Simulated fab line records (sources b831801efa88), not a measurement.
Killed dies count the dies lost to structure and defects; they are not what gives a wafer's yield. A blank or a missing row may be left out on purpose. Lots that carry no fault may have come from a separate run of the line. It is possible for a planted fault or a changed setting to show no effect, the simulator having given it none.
A lot that was struck, set against a sound lot -- flow gf180mcu -- 15 steps out of a route of 602
Sound: the wafers L956.1, L956.5, L956.6. Struck: wafer L972.1 (left out: L972.4, a lot-mate that was not struck); the cause follows at the end.
Each step with rows lists, per side, the tool, then ch with its chambers, then its first start. Under that, the readings that differ: sound wafers -- struck wafers -- difference of the means -- sigmas: that difference in standard deviations of wafers without a fault.
alike: same words and numbers on both sides, and readings whose means sit less than 2 such deviations apart. not compared: any withheld reading, any reading some wafer has no value for, any bound like >300 that may hide the same value, and any number with overlapping values for which the record gives no deviation.
Wherever a step has rows on one side only, a row that says differs or no value, or a row with sigmas, the two part there. When numbers do not overlap yet have no deviation, they are printed without sigmas and do not part them. A reading that every wafer of one side lacks parts them only if that side has two wafers or more.

first, 3 steps without rows for these wafers: GF_CONTACT_CLEAN_19 (cleans in SPM); GF_CONTACT_CLEAN_20 (cleans in DIW); GF_CONTACT_CLEAN_21 (cleans in dHF, time 20 s).
GF_CONTACT_SPUTTER_22: material Ti, target thk 15 nm, time 80.02 s.
  sound: pvd_sputter-02 at day 17 15:04; struck: pvd_sputter-04 at day 23 04:16
  alike: throttle_valve_pct
GF_CONTACT_SPUTTER_23: material TiN, target thk 10 nm, time 40 s.
  sound: pvd_sputter-02 at day 17 15:08; struck: pvd_sputter-04 at day 23 04:20
  alike: throttle_valve_pct
GF_CONTACT_CVD_24: deposits W, target thk 300 nm, time 90.339 s.
  sound on cvd_w-01 ch 0,1, day 17 15:10; struck on cvd_w-01 ch 0, day 23 04:22
  alike: heater_power_w
GF_CONTACT_RS_MEAS_25: uses a four-point probe to measure.
  sound: film_metro-03 at day 17 15:16; struck: film_metro-02 at day 23 04:28
reading,sound,struck,difference,sigmas
CONTACT_W_RS (ohm/sq),0.384 0.386 0.388,0.376,-0.010,-3
GF_CONTACT_THK_MEAS_26: measures by xrf.
  sound: film_metro-03 at day 17 15:23; struck: film_metro-02 at day 23 04:35
reading,sound,struck,difference,sigmas
CONTACT_W_THK (nm),291 292 285,304,+15,+3
then, 1 step without rows for these wafers: GF_CONTACT_CMP_27 (polishes, stops on SiO2, t overpolish 15 s, target thk 0 nm).
GF_M1_SPUTTER_00: material Ti, target thk 37.5 nm, time 150 s.
  sound: pvd_sputter-01 at day 17 15:45; struck: pvd_sputter-03 at day 23 04:57
  alike: throttle_valve_pct
then, 2 steps without rows for these wafers: GF_M1_SPUTTER_01 (material TiN, target thk 30 nm, time 25 s); GF_M1_SPUTTER_02 (material AlCu, target thk 450 nm, time 23.9 s).
GF_M1_SPUTTER_03: material Ti, target thk 10 nm, time 6.7 s.
  sound: pvd_sputter-01 at day 17 15:55; struck: pvd_sputter-03 at day 23 05:07
reading,sound,struck,difference,sigmas
model.Ti_of_M1_SPUTTER_03.thk_nm (nm),10.03 10.1 10.12,12.94,+2.86,
  alike: throttle_valve_pct
GF_M1_SPUTTER_04: material TiN, target thk 50 nm, time 41.7 s.
  sound: pvd_sputter-01 at day 17 15:56; struck: pvd_sputter-03 at day 23 05:08
  alike: throttle_valve_pct
-- the record jumps here: 11 days lie between the struck wafers' starts before and after (it left off in module M1 and takes up again in module PASSIVATION, whose first step shown is number 602 of the route) --
GF_PASSIVATION_PROBE_99:
  the record has rows for the struck wafers here (prober-02, day 34 05:32) and none for the sound ones

## WHERE THEY PART
At GF_CONTACT_RS_MEAS_25 first; at GF_PASSIVATION_PROBE_99 last (within this record only).

WHY: what the simulator had put in
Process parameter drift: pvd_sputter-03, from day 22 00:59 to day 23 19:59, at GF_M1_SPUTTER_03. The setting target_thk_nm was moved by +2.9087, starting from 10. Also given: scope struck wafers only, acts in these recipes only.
